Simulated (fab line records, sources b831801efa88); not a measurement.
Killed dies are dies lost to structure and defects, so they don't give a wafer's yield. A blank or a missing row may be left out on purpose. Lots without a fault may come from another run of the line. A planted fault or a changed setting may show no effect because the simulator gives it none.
Which tool did it? | flow sky130 | 6 lots, 18 wafers sampled, at 2 steps of a route of 708

WHAT THE GAUGES READ, wafer by wafer
SKY_LOCAL_INTERCONNECT_CD_MEAS_11: target cd 170 nm.
lot  | measured     | on        | cd_nm (nm)
L415 | day 30 10:19 | cd_sem-01 | 166.9 169.7 168.5
L418 | day 32 05:10 | cd_sem-02 | 170.9 115.4 114.7
L427 | day 34 21:37 | cd_sem-01 | 170.1 172.1 169.4
L431 | day 36 01:59 | cd_sem-01 | 167.4 168.9 167.5
L434 | day 36 13:28 | cd_sem-02 | 170.1 171.1 171.0
L436 | day 37 08:57 | cd_sem-02 | 168.6 168.3 168.7

WHICH TOOL RAN EACH LOT (tool, then ch and the chambers of the sampled wafers, then the start)
lot  | SKY_LOCAL_INTERCONNECT_EXPOSE_08
L415 | krf_scanner-01 ch 0, day 29 20:35
L418 | krf_scanner-01 ch 0, day 31 15:51
L427 | krf_scanner-02 ch 0, day 34 08:17
L431 | krf_scanner-01 ch 0, day 35 12:56
L434 | krf_scanner-02 ch 0, day 36 00:52
L436 | krf_scanner-01 ch 0, day 36 19:39
- SKY_LOCAL_INTERCONNECT_EXPOSE_08: exposes mask LI1M, target cd 170 nm.

THE ANSWER, worked out from the rows above alone
Rule: what is usual is taken from the lots themselves. Put in order of their means at a reading, lots are off if they are a third of the lots or fewer, leave a main group of 4 or more, and stand apart from it by a gap of 3 or more times the standard deviation of the main group's means; of several such gaps the widest counts. A main group whose means are all the same, to the digits that the tables above print for the reading, isn't used. A lot without any number at a reading at which 4 lots or more have one is off too. The other lots that the step has rows for count as sound.
Off: L418, at SKY_LOCAL_INTERCONNECT_CD_MEAS_11 (cd_nm). The main group: mean 169.2 nm, standard deviation 1.2.
A tool fits if, at a process step before that reading, it ran every lot that is off, and no sound lot after the first of them. The gauges at SKY_LOCAL_INTERCONNECT_CD_MEAS_11 are tried like those tools. None of those tried fits.

WHAT THE SIMULATOR HAD PUT IN
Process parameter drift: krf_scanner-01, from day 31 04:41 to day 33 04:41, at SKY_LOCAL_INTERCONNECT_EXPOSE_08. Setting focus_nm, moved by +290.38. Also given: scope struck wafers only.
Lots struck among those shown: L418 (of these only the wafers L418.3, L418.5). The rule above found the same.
